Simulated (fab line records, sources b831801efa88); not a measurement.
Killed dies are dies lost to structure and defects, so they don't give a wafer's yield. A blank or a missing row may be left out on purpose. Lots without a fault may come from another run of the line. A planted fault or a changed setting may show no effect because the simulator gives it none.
fab line records | flow sky130
record lots=24 wafers=72 last_day=50
route steps=708 shown SONOS_TUNNEL@162 SONOS_ONO@169 GATE_OXIDE@189 POLY_GATE@229
lots that met no fault: from a run of the same line without faults
start_h: hours from the record's first day to the start of the lot's first wafer shown | wait_h: hours since the lot's step before | " the same as in the row above | L1.1+2: a row that stands for several wafers | - no value, or no start given | * or withheld: withheld | < > ~ a bound
route shown NAME@n: a module of which the file shows steps, and the number in the route of the first | usual: mean/standard deviation of fault-free wafers | same: alike in all rows | chamber/n: place in a boat | sites: the reading at each site | _std_site: their standard deviation | _edge_site: outer sites' mean less inner sites' | radius_mm: how far each site lies from the wafer's centre | mask NAME#n: copy n | behind: the tool/chamber that last shaped the wafer | hold: why the lot was held/for how many hours/how that ended | device: the transistor (n, p or np) that didn't switch | end of line: the same wafers' tests at the end of the route | a step without rows: its recipe alone | killed: dies lost to structure and defects at the first sort, not the wafer's yield | map: a wafer's dies, x killed, . not, _ none there
set.NAME: the setting as run; set.NAME@STEP: as run at that earlier step | model.NAME: the simulator's own value behind a step, which no gauge read
steps of the route over a sample of lots; a table a step, a row a wafer
services: from which hour (start_h, from the record's first day; less than 0 if before it) a tool's chamber was out of use, for how many hours, and why
## steps
# step SKY_SONOS_TUNNEL_OVL_MEAS_08
# usual SONOS_TUNNEL_OVL=0.5/1.2
# columns lot.wafer tool chamber start_h wait_h SONOS_TUNNEL_OVL[nm]
L074.2 overlay-01 - 244.15 0.1 2.2
L074.3 " - " " 1.6
L074.4 " - " " 0.6
L075.1 overlay-01 - 260.90 0.1 -1.1
L075.4 " - " " 0.3
L075.5 " - " " 1.5
L076.2 overlay-01 - 261.15 0.1 -1.5
L076.3 " - " " 1.1
L076.6 " - " " -0.1
L077.1 overlay-02 - 272.00 0.1 0.9
L077.4 " - " " 1.7
L077.5 " - " " 2.9
L078.1 overlay-02 - 279.09 0.1 0.4
L078.4 " - " " -0.9
L078.6 " - " " -0.4
L079.2 overlay-01 - 284.25 0.1 0.4
L079.4 " - " " 1.1
L079.6 " - " " 0.5
L080.3 overlay-02 - 291.92 0.1 0.4
L080.5 " - " " -0.4
L080.6 " - " " 0.1
L081.1 overlay-02 - 302.03 0.1 2.3
L081.3 " - " " -0.2
L081.5 " - " " 0.7
L082.1 overlay-02 - 307.90 0.1 0.3
L082.3 " - " " 0.3
L082.6 " - " " 1.9
L083.1 overlay-01 - 316.58 0.1 -0.6
L083.2 " - " " 0.5
L083.6 " - " " 0.8
L084.1 overlay-02 - 326.33 0.1 1.9
L084.3 " - " " 0.2
L084.6 " - " " 2.2
L085.1 overlay-02 - 331.63 0.1 -1.0
L085.4 " - " " -0.1
L085.6 " - " " 0.4
L086.1 overlay-02 - 337.84 0.1 1.4
L086.3 " - " " 1.7
L086.6 " - " " 3.2
L087.1 overlay-02 - 350.20 0.1 2.8
L087.2 " - " " 1.5
L087.5 " - " " 2.4
L088.2 overlay-02 - 361.09 0.1 0.8
L088.5 " - " " -1.0
L088.6 " - " " 1.1
L089.2 overlay-01 - 371.29 0.1 1.9
L089.4 " - " " 2.5
L089.6 " - " " 0.4
L090.1 overlay-01 - 373.33 0.1 -0.4
L090.2 " - " " 1.1
L090.5 " - " " 0.3
L091.1 overlay-01 - 378.33 0.1 2.9
L091.2 " - " " 1.5
L091.5 " - " " 0.7
L092.1 overlay-02 - 386.43 0.1 -1.7
L092.3 " - " " -1.4
L092.6 " - " " -1.7
L093.1 overlay-01 - 398.13 0.1 0.3
L093.3 " - " " -1.2
L093.4 " - " " 1.4
L094.3 overlay-01 - 402.04 0.1 -0.2
L094.4 " - " " 0.6
L094.6 " - " " 1.2
L095.4 overlay-02 - 410.45 0.1 0.0
L095.5 " - " " 0.4
L095.6 " - " " -0.1
L096.1 overlay-01 - 417.99 0.1 1.4
L096.2 " - " " -0.1
L096.3 " - " " -0.9
L097.3 overlay-01 - 429.00 0.1 -1.7
L097.5 " - " " 0.2
L097.6 " - " " 0.1
# step SKY_SONOS_ONO_THK_MEAS_01
# recipe reads=SiO2_of_SONOS_ONO_OXIDATION_00
# usual SONOS_ONO_OXIDATION_THK=2.61/0.052
# columns lot.wafer tool chamber start_h wait_h SONOS_ONO_OXIDATION_THK[nm]
L074.2 film_metro-01 - 246.18 0.0 2.60
L074.3 " - " " 2.61
L074.4 " - " " 2.65
L075.1 film_metro-04 - 262.87 0.0 2.55
L075.4 " - " " 2.53
L075.5 " - " " 2.49
L076.2 film_metro-04 - 263.12 0.0 2.57
L076.3 " - " " 2.64
L076.6 " - " " 2.59
L077.1 film_metro-01 - 274.45 0.0 2.65
L077.4 " - " " 2.58
L077.5 " - " " 2.63
L078.1 film_metro-04 - 281.59 0.0 2.58
L078.4 " - " " 2.53
L078.6 " - " " 2.59
L079.2 film_metro-04 - 286.89 0.0 2.59
L079.4 " - " " 2.62
L079.6 " - " " 2.59
L080.3 film_metro-04 - 294.98 0.0 2.56
L080.5 " - " " 2.53
L080.6 " - " " 2.53
L081.1 film_metro-04 - 304.51 0.0 2.63
L081.3 " - " " 2.55
L081.5 " - " " 2.63
L082.1 film_metro-02 - 311.22 0.0 2.58
L082.3 " - " " 2.69
L082.6 " - " " 2.63
L083.1 film_metro-01 - 319.56 0.0 2.58
L083.2 " - " " 2.54
L083.6 " - " " 2.54
L084.1 film_metro-02 - 330.71 0.0 2.63
L084.3 " - " " 2.63
L084.6 " - " " 2.67
L085.1 film_metro-04 - 333.56 0.0 2.60
L085.4 " - " " 2.57
L085.6 " - " " 2.66
L086.1 film_metro-01 - 339.71 0.0 2.57
L086.3 " - " " 2.53
L086.6 " - " " 2.54
L087.1 film_metro-02 - 352.32 0.0 2.67
L087.2 " - " " 2.69
L087.5 " - " " 2.66
L088.2 film_metro-04 - 364.04 0.0 2.57
L088.5 " - " " 2.60
L088.6 " - " " 2.62
L090.1 film_metro-04 - 379.67 0.0 2.52
L090.2 " - " " 2.56
L090.5 " - " " 2.51
L089.2 film_metro-02 - 379.68 0.0 2.64
L089.4 " - " " 2.70
L089.6 " - " " 2.68
L091.1 film_metro-01 - 385.09 0.0 2.67
L091.2 " - " " 2.67
L091.5 " - " " 2.65
L092.1 film_metro-01 - 394.82 0.0 2.59
L092.3 " - " " 2.64
L092.6 " - " " 2.61
L093.1 film_metro-02 - 407.34 0.0 2.65
L093.3 " - " " 2.71
L093.4 " - " " 2.60
L094.3 film_metro-04 - 407.36 0.0 2.59
L094.4 " - " " 2.57
L094.6 " - " " 2.63
L095.4 film_metro-01 - 418.29 0.0 2.56
L095.5 " - " " 2.70
L095.6 " - " " 2.62
L096.1 film_metro-01 - 422.61 0.0 2.62
L096.2 " - " " 2.70
L096.3 " - " " 2.68
L097.3 film_metro-01 - 431.14 0.0 2.65
L097.5 " - " " 2.59
L097.6 " - " " 2.62
# step SKY_SONOS_ONO_STRIP_17
# recipe chemistry=O2/N2 power_w=1400 pressure_mtorr=1500 platen_temp_c=withheld o2_flow_sccm=3000 n2_flow_sccm=300 overash_fraction=0.5
# usual drypump_motor_current_A=6.1/0.54 oes_product_au=0.710/0.0044 strip_time_to_endpoint_s=14.09/0.034
# columns lot.wafer tool chamber start_h wait_h drypump_motor_current_A oes_product_au rf_hours_counter_h strip_time_to_endpoint_s
L074.2 plasma_asher-02 0 275.53 0.0 6.8 0.714 58 14.16
L074.3 " 1 " " 5.5 0.720 - 14.13
L074.4 " 0 " " 6.8 0.711 - 14.10
L075.1 plasma_asher-04 1 291.03 0.0 5.8 0.714 46 14.10
L075.4 " 1 " " 5.8 0.705 - 14.06
L075.5 " 1 " " 5.8 0.713 - 14.05
L076.2 plasma_asher-01 0 291.59 0.0 5.4 0.711 18 14.12
L076.3 " 1 " " 6.4 0.714 - 14.10
L076.6 " 0 " " 5.4 0.713 - 14.11
L077.1 plasma_asher-02 0 304.47 0.0 6.8 0.716 61 14.21
L077.4 " 1 " " 5.5 0.711 - 14.15
L077.5 " 1 " " 5.5 0.708 - 14.15
L078.1 plasma_asher-02 1 313.58 0.0 5.6 0.698 62 14.09
L078.4 " 1 " " 5.6 0.710 - 14.09
L078.6 " 0 " " 6.8 0.710 - 14.07
L079.2 plasma_asher-01 0 316.84 0.0 5.4 0.706 20 14.10
L079.4 " 0 " " 5.4 0.712 - 14.16
L079.6 " 0 " " 5.4 0.710 - 14.13
L080.3 plasma_asher-01 1 324.88 0.0 6.4 0.709 - 14.11
L080.5 " 0 " " 5.4 0.704 - 14.08
L080.6 " 1 " " 6.4 0.707 - 14.11
L081.1 plasma_asher-02 1 333.60 0.0 5.5 0.710 64 14.09
L081.3 " 0 " " 6.7 0.716 - 14.08
L081.5 " 1 " " 5.5 0.714 - 14.05
L082.1 plasma_asher-02 0 341.09 0.0 6.7 0.709 65 14.14
L082.3 " 0 " " 6.8 0.716 - 14.11
L082.6 " 0 " " 6.8 0.709 - 14.17
L083.1 plasma_asher-04 0 348.54 0.0 6.6 0.720 52 14.00
L083.2 " 1 " " 5.8 0.706 52 14.04
L083.6 " 0 " " 6.5 0.716 - 14.06
L084.1 plasma_asher-01 1 362.58 0.0 6.4 0.717 25 14.11
L084.3 " 1 " " 6.4 0.714 - 14.09
L084.6 " 1 " " 6.4 0.712 - 14.11
L085.1 plasma_asher-02 0 364.39 0.0 6.7 0.707 67 14.13
L085.4 " 0 " " 6.8 0.711 - 14.08
L085.6 " 0 " " 6.7 0.708 - 14.07
L086.1 plasma_asher-01 0 378.85 0.0 5.4 0.712 27 14.09
L086.3 " 1 " " 6.4 0.706 - 14.07
L086.6 " 1 " " 6.4 0.708 - 14.06
L087.1 plasma_asher-01 1 387.59 0.0 6.4 0.712 28 14.05
L087.2 " 0 " " 5.4 0.711 28 14.08
L087.5 " 1 " " 6.4 0.709 - 14.04
L088.2 plasma_asher-04 0 394.68 0.0 6.6 0.714 57 14.03
L088.5 " 0 " " 6.5 0.710 - 14.05
L088.6 " 1 " " 5.8 0.706 - 14.08
L089.2 plasma_asher-01 1 409.93 0.0 6.4 0.713 31 14.09
L089.4 " 0 " " 5.4 0.712 - 14.07
L089.6 " 0 " " 5.4 0.707 - 14.08
L090.1 plasma_asher-02 1 410.09 0.0 5.5 0.702 72 14.03
L090.2 " 0 " " 6.8 0.714 72 14.04
L090.5 " 0 " " 6.8 0.710 - 14.07
L091.1 plasma_asher-04 0 415.09 0.0 6.5 0.712 59 14.05
L091.2 " 1 " " 5.8 0.711 59 14.09
L091.5 " 0 " " 6.5 0.701 - 14.09
L092.1 plasma_asher-01 1 430.03 0.0 6.4 0.701 33 14.07
L092.3 " 1 " " 6.4 0.716 - 14.08
L092.6 " 1 " " 6.4 0.710 - 14.10
L093.1 plasma_asher-02 1 441.00 0.0 5.5 0.705 1 14.09
L093.3 " 0 " " 6.8 0.718 - 14.11
L093.4 " 1 " " 5.5 0.711 - 14.11
L094.3 plasma_asher-04 0 441.77 0.0 6.6 0.711 - 14.12
L094.4 " 1 " " 5.8 0.705 - 14.11
L094.6 " 0 " " 6.5 0.722 - 14.12
L095.4 plasma_asher-02 0 452.68 0.0 6.8 0.710 - 14.10
L095.5 " 0 " " 6.7 0.708 - 14.14
L095.6 " 1 " " 5.5 0.710 - 14.08
L096.1 plasma_asher-04 0 457.89 0.0 6.5 0.706 63 14.06
L096.2 " 1 " " 5.8 0.712 63 14.09
L096.3 " 0 " " 6.6 0.701 - 14.08
L097.3 plasma_asher-01 1 466.61 0.0 6.4 0.708 - 14.09
L097.5 " 0 " " 5.4 0.707 - 14.12
L097.6 " 1 " " 6.4 0.698 - 14.15
# step SKY_GATE_OXIDE_THK_MEAS_02
# recipe reads=SiO2_of_GATE_OXIDE_OXIDATION_01
# usual GATE_OXIDE_OXIDATION_00_THK=10.37/0.18
# columns lot.wafer tool chamber start_h wait_h GATE_OXIDE_OXIDATION_00_THK[nm]
L074.2 film_metro-03 - 278.79 0.0 10.10
L074.3 " - " " 10.24
L074.4 " - " " 10.33
L075.1 film_metro-02 - 292.80 0.0 10.41
L075.4 " - " " 10.36
L075.5 " - " " 10.28
L076.2 film_metro-02 - 293.62 0.0 10.03
L076.3 " - " " 10.20
L076.6 " - " " 10.07
L077.1 film_metro-04 - 308.40 0.0 10.36
L077.4 " - " " 10.17
L077.5 " - " " 10.36
L078.1 film_metro-03 - 315.20 0.0 10.59
L078.4 " - " " 10.51
L078.6 " - " " 10.67
L079.2 film_metro-02 - 318.92 0.0 10.27
L079.4 " - " " 10.56
L079.6 " - " " 10.27
L080.3 film_metro-02 - 326.48 0.0 10.33
L080.5 " - " " 10.29
L080.6 " - " " 10.22
L081.1 film_metro-04 - 336.47 0.0 10.11
L081.3 " - " " 9.95
L081.5 " - " " 10.21
L082.1 film_metro-04 - 342.72 0.0 10.31
L082.3 " - " " 10.29
L082.6 " - " " 10.33
L083.1 film_metro-02 - 350.98 0.0 10.10
L083.2 " - " " 10.31
L083.6 " - " " 10.19
L084.1 film_metro-03 - 365.40 0.0 10.24
L084.3 " - " " 10.22
L084.6 " - " " 10.31
L085.1 film_metro-04 - 368.34 0.0 10.46
L085.4 " - " " 10.64
L085.6 " - " " 10.38
L086.1 film_metro-04 - 386.50 0.0 10.43
L086.3 " - " " 10.42
L086.6 " - " " 10.56
L087.1 film_metro-03 - 396.23 0.0 10.38
L087.2 " - " " 10.38
L087.5 " - " " 10.21
L088.2 film_metro-04 - 403.26 0.0 10.57
L088.5 " - " " 10.32
L088.6 " - " " 10.37
L090.1 film_metro-03 - 417.08 0.0 10.39
L090.2 " - " " 10.36
L090.5 " - " " 10.39
L091.1 film_metro-04 - 417.08 0.0 10.46
L091.2 " - " " 10.61
L091.5 " - " " 10.57
L089.2 film_metro-02 - 417.09 0.0 10.47
L089.4 " - " " 10.47
L089.6 " - " " 10.56
L092.1 film_metro-02 - 432.53 0.0 10.21
L092.3 " - " " 10.38
L092.6 " - " " 10.31
L093.1 film_metro-02 - 442.63 0.0 10.48
L093.3 " - " " 10.40
L093.4 " - " " 10.49
L094.3 film_metro-02 - 444.05 0.0 10.36
L094.4 " - " " 10.58
L094.6 " - " " 10.39
L095.4 film_metro-02 - 454.29 0.0 10.04
L095.5 " - " " 10.14
L095.6 " - " " 10.14
L096.1 film_metro-03 - 460.55 0.0 10.71
L096.2 " - " " 10.76
L096.3 " - " " 10.62
L097.3 film_metro-03 - 468.82 0.0 10.69
L097.5 " - " " 10.64
L097.6 " - " " 10.70
# step SKY_GATE_OXIDE_TW_MEAS_14
# usual GATE_OXIDE_TW=224.0/1.2
# columns lot.wafer tool chamber start_h wait_h GATE_OXIDE_TW
L074.2 film_metro-04 - 304.06 0.1 223.8
L074.3 " - " " 224.3
L074.4 " - " " 224.2
L075.1 film_metro-03 - 318.55 0.1 224.9
L075.4 " - " " 225.4
L075.5 " - " " 226.8
L076.2 film_metro-02 - 319.77 0.1 223.8
L076.3 " - " " 223.2
L076.6 " - " " 222.1
L077.1 film_metro-03 - 334.32 0.1 224.5
L077.4 " - " " 226.3
L077.5 " - " " 225.5
L078.1 film_metro-03 - 342.41 0.1 224.4
L078.4 " - " " 224.9
L078.6 " - " " 224.9
L079.2 film_metro-02 - 345.61 0.1 224.0
L079.4 " - " " 223.8
L079.6 " - " " 224.2
L080.3 film_metro-03 - 354.47 0.1 225.0
L080.5 " - " " 222.5
L080.6 " - " " 223.7
L081.1 film_metro-04 - 363.97 0.1 225.6
L081.3 " - " " 223.8
L081.5 " - " " 224.9
L082.1 film_metro-03 - 370.89 0.1 223.3
L082.3 " - " " 223.2
L082.6 " - " " 225.3
L083.1 film_metro-02 - 379.55 0.1 223.4
L083.2 " - " " 223.4
L083.6 " - " " 224.5
L084.1 film_metro-04 - 393.87 0.1 224.5
L084.3 " - " " 224.5
L084.6 " - " " 224.7
L085.1 film_metro-04 - 396.66 0.1 224.1
L085.4 " - " " 224.1
L085.6 " - " " 224.3
L086.1 film_metro-03 - 414.62 0.1 224.0
L086.3 " - " " 224.2
L086.6 " - " " 224.2
L087.1 film_metro-03 - 425.07 0.1 223.0
L087.2 " - " " 223.9
L087.5 " - " " 224.3
L088.2 film_metro-02 - 432.08 0.1 223.6
L088.5 " - " " 223.7
L088.6 " - " " 224.2
L091.1 film_metro-02 - 446.59 0.1 224.5
L091.2 " - " " 222.4
L091.5 " - " " 222.5
L090.1 film_metro-02 - 446.87 0.1 221.8
L090.2 " - " " 222.7
L090.5 " - " " 223.4
L089.2 film_metro-04 - 447.20 0.1 225.5
L089.4 " - " " 225.9
L089.6 " - " " 225.5
L092.1 film_metro-03 - 462.97 0.1 223.7
L092.3 " - " " 223.1
L092.6 " - " " 223.1
L093.1 film_metro-02 - 473.45 0.1 219.7
L093.3 " - " " 220.5
L093.4 " - " " 220.3
L094.3 film_metro-04 - 475.17 0.1 224.6
L094.4 " - " " 224.1
L094.6 " - " " 224.4
L095.4 film_metro-02 - 485.19 0.1 223.2
L095.5 " - " " 223.4
L095.6 " - " " 223.2
L096.1 film_metro-03 - 491.51 0.1 224.1
L096.2 " - " " 223.9
L096.3 " - " " 224.5
L097.3 film_metro-02 - 498.53 0.1 222.6
L097.5 " - " " 223.0
L097.6 " - " " 223.3
# step SKY_POLY_GATE_ETCH_15
# recipe chemistry=N2/H2 target=BARC ion_energy_ev=200 source_w=500 bias_w=100 pressure_mtorr=30 n2_flow_sccm=100 h2_flow_sccm=200 stop_on=SiO2 time_s=118.5 target_depth_a=1100
# usual drypump_motor_current_A=5.5/0.55 oes_product_au=0.716/0.0052 throttle_valve_pct=13.212/0.0093
# columns lot.wafer tool chamber start_h wait_h drypump_motor_current_A oes_product_au rf_hours_counter_h throttle_valve_pct
L074.2 rie_diel-03 1 371.22 0.0 5.5 0.713 0 13.210
L074.3 " 3 " " 5.2 0.715 72 13.206
L074.4 " 2 " " 5.2 0.711 61 13.193
L075.1 rie_diel-02 1 384.52 0.0 5.3 0.721 8 13.207
L075.4 " 0 " " 4.7 0.714 2 13.220
L075.5 " 1 " " 5.3 0.718 - 13.201
L076.2 rie_diel-04 0 384.77 0.0 5.8 0.713 95 13.234
L076.3 " 1 " " 6.2 0.706 37 13.220
L076.6 " 1 " " 6.2 0.713 - 13.228
L077.1 rie_diel-04 0 395.09 0.0 5.8 0.714 95 13.223
L077.4 " 2 " " 6.1 0.705 103 13.224
L077.5 " 1 " " 6.1 0.706 - 13.200
L078.1 rie_diel-03 2 403.12 0.0 5.2 0.725 62 13.208
L078.4 " 1 " " 5.5 0.715 1 13.208
L078.6 " 2 " " 5.2 0.717 - 13.225
L079.2 rie_diel-02 2 406.82 0.0 5.9 0.722 5 13.221
L079.4 " 3 " " 4.7 0.719 5 13.202
L079.6 " 1 " " 5.3 0.717 - 13.197
L080.3 rie_diel-04 3 415.37 0.0 6.6 0.725 12 13.212
L080.5 " 3 " " 6.6 0.719 - 13.206
L080.6 " 2 " " 6.1 0.712 - 13.226
L081.1 rie_diel-02 3 426.59 0.0 4.7 0.714 5 13.215
L081.3 " 0 " " 4.7 0.716 3 13.221
L081.5 " 0 " " 4.7 0.725 - 13.196
L082.1 rie_diel-04 0 435.14 0.0 5.8 0.712 96 13.225
L082.3 " 3 " " 6.6 0.728 12 13.217
L082.6 " 3 " " 6.6 0.722 - 13.228
L083.1 rie_diel-02 3 450.67 0.0 4.7 0.714 6 13.208
L083.2 " 2 " " 5.9 0.715 6 13.201
L083.6 " 2 " " 5.9 0.714 - 13.227
L084.1 rie_diel-04 1 462.62 0.0 6.2 0.724 39 13.216
L084.3 " 0 " " 5.8 0.714 97 13.212
L084.6 " 3 " " 6.6 0.714 - 13.200
L085.1 rie_diel-02 0 464.87 0.0 4.7 0.713 4 13.209
L085.4 " 2 " " 5.9 0.730 7 13.203
L085.6 " 2 " " 5.9 0.714 - 13.213
L086.1 rie_diel-03 2 484.59 0.0 5.2 0.718 63 13.212
L086.3 " 3 " " 5.2 0.712 73 13.211
L086.6 " 3 " " 5.1 0.713 - 13.234
L087.1 rie_diel-02 0 493.54 0.0 4.7 0.721 4 13.209
L087.2 " 2 " " 5.9 0.709 7 13.198
L087.5 " 3 " " 4.7 0.710 - 13.204
L088.2 rie_diel-03 3 497.67 0.0 5.1 0.715 73 13.207
L088.5 " 0 " " 5.3 0.717 - 13.210
L088.6 " 3 " " 5.2 0.712 - 13.204
L091.1 rie_diel-03 3 512.82 0.0 5.1 0.712 74 13.208
L091.2 " 2 " " 5.2 0.719 64 13.203
L091.5 " 2 " " 5.2 0.716 - 13.219
L090.1 rie_diel-04 3 514.12 0.0 6.6 0.716 14 13.209
L090.2 " 0 " " 5.8 0.714 0 13.196
L090.5 " 0 " " 5.8 0.710 - 13.198
L089.2 rie_diel-03 1 515.67 0.0 5.5 0.718 2 13.208
L089.4 " 2 " " 5.2 0.713 64 13.215
L089.6 " 1 " " 5.5 0.721 - 13.199
L092.1 rie_diel-03 3 549.92 0.0 5.2 0.715 75 13.219
L092.3 " 1 " " 5.5 0.717 3 13.216
L092.6 " 1 " " 5.5 0.718 - 13.206
L093.1 rie_diel-04 1 552.24 0.0 6.2 0.721 41 13.211
L093.3 " 3 " " 6.6 0.714 14 13.224
L093.4 " 1 " " 6.2 0.714 - 13.219
L094.3 rie_diel-02 1 552.52 0.0 5.3 0.720 11 13.209
L094.4 " 3 " " 4.7 0.716 8 13.212
L094.6 " 0 " " 4.7 0.713 - 13.209
L095.4 rie_diel-03 3 552.59 0.0 5.1 0.716 75 13.214
L095.5 " 2 " " 5.2 0.720 - 13.199
L095.6 " 3 " " 5.2 0.723 - 13.212
L096.1 rie_diel-03 1 559.09 0.0 5.5 0.715 3 13.201
L096.2 " 0 " " 5.3 0.720 5 13.213
L096.3 " 3 " " 5.2 0.709 75 13.201
L097.3 rie_diel-03 1 563.94 0.0 5.5 0.713 4 13.230
L097.5 " 3 " " 5.2 0.721 - 13.215
L097.6 " 2 " " 5.2 0.715 - 13.201
## services
# columns tool chamber start_h hours kind
plasma_asher-01 - 253.36 1.3 repair
rie_diel-02 2 254.67 16.6 repair
rie_diel-03 0 255.61 12.3 repair
rie_diel-02 1 257.91 6.8 repair
rie_diel-03 0 267.95 - clean
rie_diel-03 0 267.95 30.0 scheduled_down
rie_diel-03 0 267.95 30.0 vent_cycle
plasma_asher-04 - 370.86 3.6 repair
rie_diel-03 3 375.41 8.8 repair
rie_diel-03 0 404.60 2.7 repair
rie_diel-03 - 411.19 0.4 repair
rie_diel-03 0 420.99 1.6 repair
plasma_asher-02 - 421.32 9.0 pm
rie_diel-03 - 426.16 2.8 pm
rie_diel-04 2 449.45 1.4 repair
plasma_asher-02 - 472.70 11.5 repair
plasma_asher-02 - 481.57 3.6 repair
rie_diel-03 3 491.30 4.1 repair
plasma_asher-04 - 499.27 5.6 repair
rie_diel-02 0 517.90 3.3 repair
rie_diel-02 1 518.78 7.3 repair
rie_diel-03 0 525.63 3.9 repair
rie_diel-03 - 530.78 0.1 repair
rie_diel-04 2 552.13 9.6 repair
## key
fault none
